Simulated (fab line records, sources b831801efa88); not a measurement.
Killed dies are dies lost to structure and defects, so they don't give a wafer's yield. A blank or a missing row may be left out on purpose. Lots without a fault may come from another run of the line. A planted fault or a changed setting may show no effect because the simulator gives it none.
Which tool did it? | flow sky130 | 13 lots, 39 wafers sampled, at 3 steps of a route of 708

WHAT THE GAUGES READ, wafer by wafer
SKY_SD_P_CD_MEAS_07: target cd 380 nm.
lot  | measured     | on        | cd_nm (nm)
L430 | day 26 01:59 | cd_sem-02 | 376.1 377.5 375.0
L431 | day 26 10:04 | cd_sem-01 | 382.4 382.7 380.7
L434 | day 27 10:02 | cd_sem-01 | 380.8 379.8 382.1
L436 | day 28 03:34 | cd_sem-02 | 378.6 379.3 378.4
L437 | day 28 07:48 | cd_sem-02 | - - -
L441 | day 29 18:44 | cd_sem-02 | 380.3 383.3 383.3
L444 | day 30 16:37 | cd_sem-02 | 379.8 380.1 378.9
L447 | day 31 11:11 | cd_sem-02 | 380.7 384.1 382.8
L448 | day 31 23:12 | cd_sem-02 | 377.8 375.5 375.3
L451 | day 33 03:25 | cd_sem-02 | 375.5 377.3 375.3
L450 | day 33 08:19 | cd_sem-02 | 380.9 378.8 380.5
L452 | day 33 08:37 | cd_sem-01 | 377.3 379.2 376.2
L453 | day 33 18:59 | cd_sem-02 | 380.4 381.1 380.1

SKY_SD_P_TW_MEAS_11.
lot  | measured     | on            | SD_P_TW
L430 | day 26 02:23 | film_metro-01 | 2841 2844 2842
L431 | day 26 10:28 | film_metro-01 | 2854 2839 2818
L434 | day 27 10:25 | film_metro-02 | 2841 2831 2829
L436 | day 28 03:59 | film_metro-03 | 2843 2849 2844
L437 | day 28 08:12 | film_metro-02 | 30 30 30 30 30 30
L441 | day 29 19:08 | film_metro-02 | 2828 2841 2830
L444 | day 30 17:02 | film_metro-02 | 2852 2860 2853
L447 | day 31 11:34 | film_metro-03 | 2875 2890 2864
L448 | day 31 23:35 | film_metro-02 | 2843 2827 2838
L451 | day 33 03:50 | film_metro-03 | 2861 2861 2850
L450 | day 33 08:44 | film_metro-01 | 2825 2825 2832
L452 | day 33 09:02 | film_metro-01 | 2809 2823 2807
L453 | day 33 19:24 | film_metro-02 | 2835 2827 2829

WHICH TOOL RAN EACH LOT (tool, then ch and the chambers of the sampled wafers, then the start)
lot  | SKY_SD_P_EXPOSE_04
L430 | iline_stepper-01 ch 0, day 25 11:43
L431 | iline_stepper-02 ch 0, day 25 19:31
L434 | iline_stepper-01 ch 0, day 26 19:08
L436 | iline_stepper-02 ch 0, day 27 13:37
L437 | iline_stepper-01 ch 0, day 27 17:22
L441 | iline_stepper-02 ch 0, day 29 05:31
L444 | iline_stepper-02 ch 0, day 30 03:04
L447 | iline_stepper-01 ch 0, day 30 20:47
L448 | iline_stepper-01 ch 0, day 31 09:04
L451 | iline_stepper-01 ch 0, day 32 13:34
L450 | iline_stepper-01 ch 0, day 32 19:13
L452 | iline_stepper-02 ch 0, day 32 19:34
L453 | iline_stepper-01 ch 0, day 33 05:29
- SKY_SD_P_EXPOSE_04: exposes mask PSDM, target cd 380 nm.

WHAT THE TOOLS THEMSELVES READ (means of the sampled wafers that have a number; where no wafer has one, the mark that the record gives instead)
SKY_SD_P_EXPOSE_04.
lot  | tool             | exposure_dose_mJ_cm2
L430 | iline_stepper-01 | 138.01
L431 | iline_stepper-02 | 137.86
L434 | iline_stepper-01 | 138.04
L436 | iline_stepper-02 | 137.92
L437 | iline_stepper-01 | 137.96
L441 | iline_stepper-02 | 138.02
L444 | iline_stepper-02 | 137.87
L447 | iline_stepper-01 | 137.99
L448 | iline_stepper-01 | 138.00
L451 | iline_stepper-01 | 137.96
L450 | iline_stepper-01 | 137.99
L452 | iline_stepper-02 | 138.27
L453 | iline_stepper-01 | 138.10

THE ANSWER, worked out from the rows above alone
Rule: what is usual is taken from the lots themselves. Put in order of their means at a reading, lots are off if they are a third of the lots or fewer, leave a main group of 4 or more, and stand apart from it by a gap of 3 or more times the standard deviation of the main group's means; of several such gaps the widest counts. A main group whose means are all the same, to the digits that the tables above print for the reading, isn't used. A lot without any number at a reading at which 4 lots or more have one is off too. The other lots that the step has rows for count as sound. The gauges are gone through in route order, then the tools' own readings, and for those a lot's mean is taken as printed above. The first step at which some lot is off is used, and at that step the reading that is off furthest; a lot without a number counts as furthest.
Off: L437, at SKY_SD_P_CD_MEAS_07 (cd_nm). Without a number there: L437. The main group: mean 379.4 nm, standard deviation 2.3.
A tool fits if, at a process step before that reading, it ran every lot that is off, and no sound lot after the first of them. The gauges at SKY_SD_P_CD_MEAS_07 aren't tried: what is off there is off at SKY_SD_P_TW_MEAS_11 too, on other tools, and a gauge's error can't cause that. None of those tried fits.

WHAT THE SIMULATOR HAD PUT IN
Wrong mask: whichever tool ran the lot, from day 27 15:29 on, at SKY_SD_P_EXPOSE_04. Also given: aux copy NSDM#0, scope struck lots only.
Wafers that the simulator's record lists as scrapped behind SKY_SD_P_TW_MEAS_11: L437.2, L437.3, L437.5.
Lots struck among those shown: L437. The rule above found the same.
